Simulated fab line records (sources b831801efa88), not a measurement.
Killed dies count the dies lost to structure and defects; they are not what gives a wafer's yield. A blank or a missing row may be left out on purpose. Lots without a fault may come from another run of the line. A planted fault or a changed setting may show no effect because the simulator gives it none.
Comparing a struck lot with a sound one    flow sfq-line    42 steps out of a route of 325
Sound: wafers L843.2, L843.5, L843.6. Struck: wafers L849.1, L849.5 (left out: L849.4, a lot-mate that was not struck); the cause follows at the end.
For every step that has rows: the tool of each side, followed by ch and its chambers, followed by its first start. Under that, the readings that differ: sound wafers    struck wafers    difference of the means    sigmas: that difference in standard deviations of wafers without a fault.
alike: words and numbers the same on both sides, and readings whose means are apart by under 2 such deviations; not compared: readings that were withheld, readings missing a value for some wafer, numbers with overlapping values and no deviation given by the record, and bounds like >300 which may hide the same value.
The two part at a step that has a row with sigmas, a row that says differs or no value, or rows on one side only. Numbers that don't overlap but have no deviation are shown without sigmas and don't part them. A reading that every wafer of one side lacks parts them only if that side has two wafers or more.

first, 6 steps without rows for these wafers: SFQ_TRILAYER_I0_VIA_LITHO_COAT_036 (resist thk 62 nm); SFQ_TRILAYER_I0_VIA_LITHO_COAT_031 (resist thk 650 nm); SFQ_TRILAYER_I0_VIA_LITHO_SOFTBAKE_035; SFQ_TRILAYER_I0_VIA_LITHO_EXPOSE_032 (exposes mask I0, target cd 500 nm); SFQ_TRILAYER_I0_VIA_LITHO_PEB_034 (peb time 60 s); SFQ_TRILAYER_I0_VIA_LITHO_DEVELOP_033 (time 60 s).
SFQ_I0_OVL_MEAS_908:
  sound on overlay-01 at day 11 10:45; struck on overlay-01 at day 12 19:08
reading      sound   struck  difference  sigmas
I0_OVL (nm)  10 7 6  -3 0    -9          -2
then, 1 step without rows for these wafers: SFQ_TRILAYER_I0_VIA_BARC_OPEN_VIA_ETCH_046 (etches BARC in O2, target depth 125 nm, time 41.7 s).
SFQ_TRILAYER_I0_VIA_ETCH_VIA_ETCH_034: etches SiO2 in CHF3, stops on Nb, target depth 260 nm.
  sound on rie-diel-02 ch 0,2,3, day 11 10:49; struck on rie-diel-01 ch 0,1, day 12 19:13
  alike: drypump-motor-current-A, oes-product-au
SFQ_TRILAYER_I0_VIA_STRIP_STRIP_035: strips in O2.
  sound on rie-metal-04 ch 0,1, day 11 10:56; struck on rie-metal-04 ch 1, day 12 19:20
  alike: drypump-motor-current-A, oes-product-au
  not compared: rf-hours-counter-h
then, 2 steps without rows for these wafers: SFQ_TRILAYER_I0_VIA_STRIP_SOLV_CLEAN_036 (cleans in NMP, time 600 s); SFQ_TRILAYER_M1_DEP_PRE_CLEAN_038 (time 22.5 s).
SFQ_TRILAYER_M1_DEP_SPUTTER_037: material Nb, target thk 200 nm, time 133.3 s.
  sound on pvd-sputter-06 at day 11 11:44; struck on pvd-sputter-03 at day 12 20:09
reading                                              sound              struck     difference  sigmas
model.Nb_of_TRILAYER_M1_DEP_SPUTTER_037.thk-nm (nm)  199.6 200.4 198.3  194 191.8  -7          
  alike: throttle-valve-pct
SFQ_M1_RS_MEAS_909: measurement is done with a four-point probe.
  sound on film-metro-03 at day 11 11:50; struck on film-metro-01 at day 12 20:14
reading            sound              struck       difference  sigmas
M1_NB_RS (ohm/sq)  0.891 0.886 0.896  0.918 0.928  +0.032      +3
then, 6 steps without rows for these wafers: SFQ_TRILAYER_M1_LITHO_COAT_044 (resist thk 62 nm); SFQ_TRILAYER_M1_LITHO_COAT_039 (resist thk 600 nm); SFQ_TRILAYER_M1_LITHO_SOFTBAKE_043; SFQ_TRILAYER_M1_LITHO_EXPOSE_040 (exposes mask M1, target cd 500 nm); SFQ_TRILAYER_M1_LITHO_PEB_042 (peb time 60 s); SFQ_TRILAYER_M1_LITHO_DEVELOP_041 (time 60 s).
-- the record jumps here: 5 days lie between the struck wafers' starts before and after --
SFQ_M1_OVL_MEAS_911:
  sound on overlay-01 at day 15 22:12; struck on overlay-01 at day 17 16:11
reading      sound     struck   difference  sigmas
M1_OVL (nm)  -2 -5 -3  -13 -13  -10         -2
SFQ_TRILAYER_M1_BARC_OPEN_METAL_ETCH_054: etches BARC in O2, target depth 125 nm, time 41.7 s.
  sound on rie-metal-01 ch 0,1, day 15 22:14; struck on rie-metal-02 ch 0,1, day 17 16:14
  alike: drypump-motor-current-A, oes-product-au
  not compared: rf-hours-counter-h
SFQ_TRILAYER_M1_ETCH_METAL_ETCH_042: etches Nb in Cl2/Ar, stops on SiO2, target depth 240 nm, time 120 s.
  sound on rie-metal-01 ch 0,1, day 15 22:17; struck on rie-metal-02 ch 0,1, day 17 16:17
reading                         sound              struck       difference  sigmas
oes-product-au (a.u.)           0.888 0.891 0.891  0.881 0.867  -0.016      -2
model.M1.feature-depth-nm (nm)  199.6 200.4 198.3  194 191.8    -7          
model.etch.depth-nm (nm)        199.6 200.4 198.3  194 191.8    -7          
  alike: drypump-motor-current-A
  not compared: rf-hours-counter-h
then, 4 steps without rows for these wafers: SFQ_TRILAYER_M1_STRIP_STRIP_043 (strips in O2); SFQ_TRILAYER_M1_STRIP_SOLV_CLEAN_044 (cleans in NMP, time 600 s); SFQ_TRILAYER_I1_DEP_PECVD_045 (deposits SiO2 from SiH4/N2O, time 111.11 s, target thk 500 nm); SFQ_TRILAYER_I1_CMP_CMP_046 (polishes SiO2).
SFQ_I1_BOW_MEAS_912:
  sound on film-metro-01 at day 16 16:11; struck on film-metro-02 at day 18 09:08
  alike: I1_BOW
then, 7 steps without rows for these wafers: SFQ_TRILAYER_I1_METRO_MEASURE_047; SFQ_TRILAYER_I1_VIA_LITHO_COAT_054 (resist thk 62 nm); SFQ_TRILAYER_I1_VIA_LITHO_COAT_049 (resist thk 650 nm); SFQ_TRILAYER_I1_VIA_LITHO_SOFTBAKE_053; SFQ_TRILAYER_I1_VIA_LITHO_EXPOSE_050 (exposes mask I1, target cd 500 nm); SFQ_TRILAYER_I1_VIA_LITHO_PEB_052 (peb time 60 s); SFQ_TRILAYER_I1_VIA_LITHO_DEVELOP_051 (time 60 s).
SFQ_I1_OVL_MEAS_913:
  sound on overlay-02 at day 18 00:51; struck on overlay-01 at day 19 20:48
  alike: I1_OVL
then, 1 step without rows for these wafers: SFQ_TRILAYER_I1_VIA_BARC_OPEN_VIA_ETCH_071 (etches BARC in O2, target depth 125 nm, time 41.7 s).
SFQ_TRILAYER_I1_VIA_ETCH_VIA_ETCH_052: etches SiO2 in CHF3, stops on Nb, target depth 260 nm.
  sound on rie-diel-01 ch 0,1,3, day 18 00:55; struck on rie-diel-01 ch 1,2, day 19 20:52
  alike: drypump-motor-current-A, oes-product-au
SFQ_TRILAYER_I1_VIA_STRIP_STRIP_053: strips in O2.
  sound on rie-metal-01 ch 0,1, day 18 01:02; struck on rie-metal-02 ch 0,1, day 19 20:59
  alike: drypump-motor-current-A, oes-product-au
  not compared: rf-hours-counter-h
then, 2 steps without rows for these wafers: SFQ_TRILAYER_I1_VIA_STRIP_SOLV_CLEAN_054 (cleans in NMP, time 600 s); SFQ_TRILAYER_M2_DEP_PRE_CLEAN_056 (time 22.5 s).
-- the record jumps here: 66 days lie between the struck wafers' starts before and after --
SFQ_M8_BOW_MEAS_951:
  sound on film-metro-04 at day 83 07:53; struck on film-metro-03 at day 85 14:17
reading                  sound                 struck        difference  sigmas
model.etest.m1.ohm-um    1.778 1.765 1.779     1.846 1.859   +0.079      
model.etest.i0.link-ohm  1.956 1.961 1.961     1.995 1.998   +0.037      
model.etest.m1.ohm-sq    0.8917 0.8879 0.8976  0.9172 0.928  +0.0302     
model.etest.i1.link-ohm  1.976 1.972 1.987     2.01 2.024    +0.04       
  alike: M8_BOW

## WHERE THEY PART
At SFQ_I0_OVL_MEAS_908 first; at SFQ_TRILAYER_M1_ETCH_METAL_ETCH_042 last (within this record only). Later steps at which nothing parts them and some readings are alike: SFQ_I1_BOW_MEAS_912, SFQ_I1_OVL_MEAS_913, SFQ_TRILAYER_I1_VIA_ETCH_VIA_ETCH_052, SFQ_TRILAYER_I1_VIA_STRIP_STRIP_053, SFQ_M8_BOW_MEAS_951.

WHY: the cause the simulator had injected
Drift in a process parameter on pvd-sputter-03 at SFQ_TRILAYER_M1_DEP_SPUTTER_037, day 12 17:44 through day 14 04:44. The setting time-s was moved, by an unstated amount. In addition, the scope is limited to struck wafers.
